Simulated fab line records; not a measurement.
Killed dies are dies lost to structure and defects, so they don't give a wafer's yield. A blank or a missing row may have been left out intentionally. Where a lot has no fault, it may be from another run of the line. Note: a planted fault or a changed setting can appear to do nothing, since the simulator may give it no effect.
Matching of chambers / flow sky130 / SKY_LI_CONTACT_CMP_02 on cmp-01: 4 sister chambers
The step polishes PSG. 8 wafers are shown with their chamber, then 7 later ones without.

== EACH WAFER AND ITS CHAMBER ==
wafer=L160.4; chamber=1; motor_current_A (A)=10.9; slurry_flow_ml_min=151.1
wafer=L160.6; chamber=1; motor_current_A (A)=10.3; slurry_flow_ml_min=149.5
wafer=L161.4; chamber=3; motor_current_A (A)=14.7; slurry_flow_ml_min=150.3
wafer=L163.3; chamber=0; motor_current_A (A)=10.8; slurry_flow_ml_min=149.4
wafer=L163.4; chamber=2; motor_current_A (A)=14.1; slurry_flow_ml_min=149.4
wafer=L163.6; chamber=2; motor_current_A (A)=14.6; slurry_flow_ml_min=150.1
wafer=L173.2; chamber=0; motor_current_A (A)=10.5; slurry_flow_ml_min=149.8
wafer=L173.3; chamber=3; motor_current_A (A)=15.3; slurry_flow_ml_min=150.3

== WAFERS WITHOUT THEIR CHAMBER ==
wafer=L173.4; motor_current_A (A)=10.9; slurry_flow_ml_min=149.5
wafer=L176.1; motor_current_A (A)=13.4; slurry_flow_ml_min=150.6
wafer=L176.4; motor_current_A (A)=10.8; slurry_flow_ml_min=149.3
wafer=L176.5; motor_current_A (A)=13.9; slurry_flow_ml_min=149.7
wafer=L177.1; motor_current_A (A)=11.2; slurry_flow_ml_min=150.7
wafer=L177.2; motor_current_A (A)=14.6; slurry_flow_ml_min=149.5
wafer=L177.5; motor_current_A (A)=14.4; slurry_flow_ml_min=149.8

== EACH ONE'S CHAMBER ==
wafer=L173.4; from the rows above=can't be placed: 0 or 1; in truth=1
wafer=L176.1; from the rows above=can't be placed: 2 or 3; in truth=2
wafer=L176.4; from the rows above=can't be placed: 0 or 1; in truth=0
wafer=L176.5; from the rows above=can't be placed: 2 or 3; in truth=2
wafer=L177.1; from the rows above=can't be placed: 1 or 0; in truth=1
wafer=L177.2; from the rows above=can't be placed: 2 or 3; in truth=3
wafer=L177.5; from the rows above=can't be placed: 2 or 3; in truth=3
Correct placement for 0 of the 7. These rows do not allow placing 7 (true chamber among the candidates in 7). 0 placed wrongly.
How it was worked out, from the rows above alone: a wafer's distance from a chamber is the root of the sum, over the readings, of the square of ((its reading less the chamber's mean) divided by the reading's scatter). If the next closest chamber is less than 2 further off than the closest, the wafer can't be placed; otherwise it belongs to the closest. Each chamber's mean is taken over the wafers shown for it. The scatter is the square root of a quotient: the sum, over the shown wafers, of each reading's squared deviation from its chamber's mean, divided by wafers minus chambers.
